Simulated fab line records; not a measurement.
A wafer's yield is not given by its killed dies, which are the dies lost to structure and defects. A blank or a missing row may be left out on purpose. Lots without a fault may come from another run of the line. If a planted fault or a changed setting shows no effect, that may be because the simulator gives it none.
Comparing a struck lot with a sound one | flow sky130 | 43 out of 708 route steps
Sound: these wafers, L430.1, L430.5, L430.6. Wafers struck: L431.1, L431.4, L431.6. The cause comes at the end.
For every step that has rows: the tool of each side, followed by ch and its chambers, followed by its first start. Under that, the readings that differ: sound wafers | struck wafers | difference of the means | sigmas: that difference in standard deviations of wafers without a fault.
alike: a reading whose means differ by less than 2 such deviations, as well as words and numbers matching on both sides. not compared: withheld readings; readings where some wafer has no value; bounds like >300 that might hide an equal value; numbers whose values overlap and for which the record gives no deviation.
The two part at a step that has a row with sigmas, a row that says differs or no value, or rows on one side only. Non-overlapping numbers with no deviation appear without sigmas and do not part them. A reading that every wafer of one side lacks parts them only if that side has two wafers or more.

first, 6 steps without rows for these wafers: SKY_LDD_N_IMPLANT_10; SKY_LDD_N_IMPLANT_11; SKY_LDD_N_IMPLANT_12; SKY_LDD_N_IMPLANT_13; SKY_LDD_N_IMPLANT_14; SKY_LDD_N_IMPLANT_15.
SKY_LDD_N_STRIP_16: strips in O2/N2.
  sound on plasma asher-04 ch 0,1, day 18 08:37; struck on plasma asher-01 ch 0, day 18 19:46
  alike: drypump motor current A, oes product au, strip time to endpoint s
  not compared: rf hours counter h
SKY_LDD_N_TW_MEAS_17:
  struck on film metro-01, day 18 19:52; sound on film metro-02, day 18 08:43
  alike: LDD_N_TW
then, 4 steps without rows for these wafers: SKY_LDD_P_DEHYDRATE_00 (time 60 s); SKY_LDD_P_HMDS_01 (prime time 60 s); SKY_LDD_P_COAT_02 (resist thk 1140 nm); SKY_LDD_P_SOFTBAKE_03 (time 60 s).
SKY_LDD_P_EXPOSE_04: exposes mask PSDM, target cd 380 nm.
  sound on iline stepper-01 ch 0, day 18 23:50; struck on iline stepper-02 ch 0, day 19 11:41
  reading | sound                | struck                  | difference | sigmas
  mask    | PSDM#0 PSDM#0 PSDM#0 | HVPTM#0 HVPTM#0 HVPTM#0 | differs    |
  alike: exposure dose mJ cm2
then, 2 steps without rows for these wafers: SKY_LDD_P_PEB_05; SKY_LDD_P_DEVELOP_06 (develop time 60 s).
SKY_LDD_P_CD_MEAS_07 targets a cd of 380 nm.
  struck on cd sem-02, day 20 02:02; sound on cd sem-01, day 19 15:05
  reading    | sound             | struck | difference                    | sigmas
  cd nm (nm) | 377.4 378.5 376.8 | - - -  | no value on the struck wafers |
SKY_LDD_P_OVL_MEAS_08:
  struck on overlay-01, day 20 02:09; sound on overlay-02, day 19 15:12
  reading        | sound         | struck | difference                    | sigmas
  LDD_P_OVL (nm) | 0.0 -0.9 -0.4 | - - -  | no value on the struck wafers |
then, 1 step without rows for these wafers: SKY_LDD_P_IMPLANT_09.
SKY_LDD_P_STRIP_10: strips in O2/N2.
  sound on plasma asher-04 ch 0,1, day 19 15:23; struck on plasma asher-02 ch 1, day 20 02:20
  alike: drypump motor current A, oes product au, strip time to endpoint s
  not compared: rf hours counter h
SKY_LDD_P_TW_MEAS_11:
  struck on film metro-03, day 20 02:26; sound on film metro-03, day 19 15:29
  reading  | sound             | struck         | difference | sigmas
  LDD_P_TW | 638.1 638.9 637.8 | 29.9 30.3 30.0 | -608.2     | -99 or more
then, 7 steps without rows for these wafers: SKY_LDD_HVN_DEHYDRATE_00 (time 60 s); SKY_LDD_HVN_HMDS_01 (prime time 60 s); SKY_LDD_HVN_COAT_02 (resist thk 300 nm); SKY_LDD_HVN_SOFTBAKE_03 (time 60 s); SKY_LDD_HVN_EXPOSE_04 (exposes mask HVNTM, target cd 700 nm); SKY_LDD_HVN_PEB_05; SKY_LDD_HVN_DEVELOP_06 (develop time 60 s).
SKY_LDD_HVN_OVL_MEAS_07:
  struck on overlay-01, day 21 07:59; sound on overlay-01, day 20 22:28
  alike: LDD_HVN_OVL
then, 1 step without rows for these wafers: SKY_LDD_HVN_IMPLANT_08.
SKY_LDD_HVN_STRIP_09: strips in O2/N2.
  sound on plasma asher-03 ch 0,1, day 20 22:39; struck on plasma asher-02 ch 0, day 21 08:10
  alike: drypump motor current A, oes product au, strip time to endpoint s
  not compared: rf hours counter h
SKY_LDD_HVN_TW_MEAS_10:
  struck on film metro-02, day 21 08:16; sound on film metro-01, day 20 22:45
  alike: LDD_HVN_TW
then, 7 steps without rows for these wafers: SKY_LDD_HVP_DEHYDRATE_00 (time 60 s); SKY_LDD_HVP_HMDS_01 (prime time 60 s); SKY_LDD_HVP_COAT_02 (resist thk 300 nm); SKY_LDD_HVP_SOFTBAKE_03 (time 60 s); SKY_LDD_HVP_EXPOSE_04 (exposes mask HVPTM, target cd 700 nm); SKY_LDD_HVP_PEB_05; SKY_LDD_HVP_DEVELOP_06 (develop time 60 s).
SKY_LDD_HVP_OVL_MEAS_07:
  struck on overlay-01, day 22 15:22; sound on overlay-01, day 22 11:31
  alike: LDD_HVP_OVL
then, 1 step without rows for these wafers: SKY_LDD_HVP_IMPLANT_08.
SKY_LDD_HVP_STRIP_09: strips in O2/N2.
  sound on plasma asher-04 ch 0,1, day 22 11:42; struck on plasma asher-02 ch 0, day 22 15:33
  alike: drypump motor current A, oes product au, strip time to endpoint s
  not compared: rf hours counter h
SKY_LDD_HVP_TW_MEAS_10:
  struck on film metro-03, day 22 15:39; sound on film metro-02, day 22 11:48
  reading    | sound             | struck            | difference | sigmas
  LDD_HVP_TW | 454.3 455.8 455.6 | 699.3 699.1 699.7 | +244.1     | +99 or more
-- here the record skips 24 days between the struck wafers' starts before and after, leaving off in module LDD_HVP and picking up in module PAD_OPEN (first step shown: number 708 of the route) --
SKY_PAD_OPEN_PROBE_99:
  struck on prober-01, day 46 16:24; sound on prober-02, day 46 06:10
  reading             | sound    | struck      | difference | sigmas
  killed at front end | 15 11 11 | 434 411 435 | +414       | +96
  killed dies         | 87 75 86 | 492 492 492 | +409       | +43
  killed on rim       | 17 19 19 | 96 96 96    | +78        | +19
  alike: killed_at_M0_to_M3, killed_at_M4_up, killed at contacts, killed at other, killed open, killed short

WHERE THEY PART
First at SKY_LDD_P_EXPOSE_04; last, within this record, at SKY_PAD_OPEN_PROBE_99.

WHY: what had been put in by the simulator
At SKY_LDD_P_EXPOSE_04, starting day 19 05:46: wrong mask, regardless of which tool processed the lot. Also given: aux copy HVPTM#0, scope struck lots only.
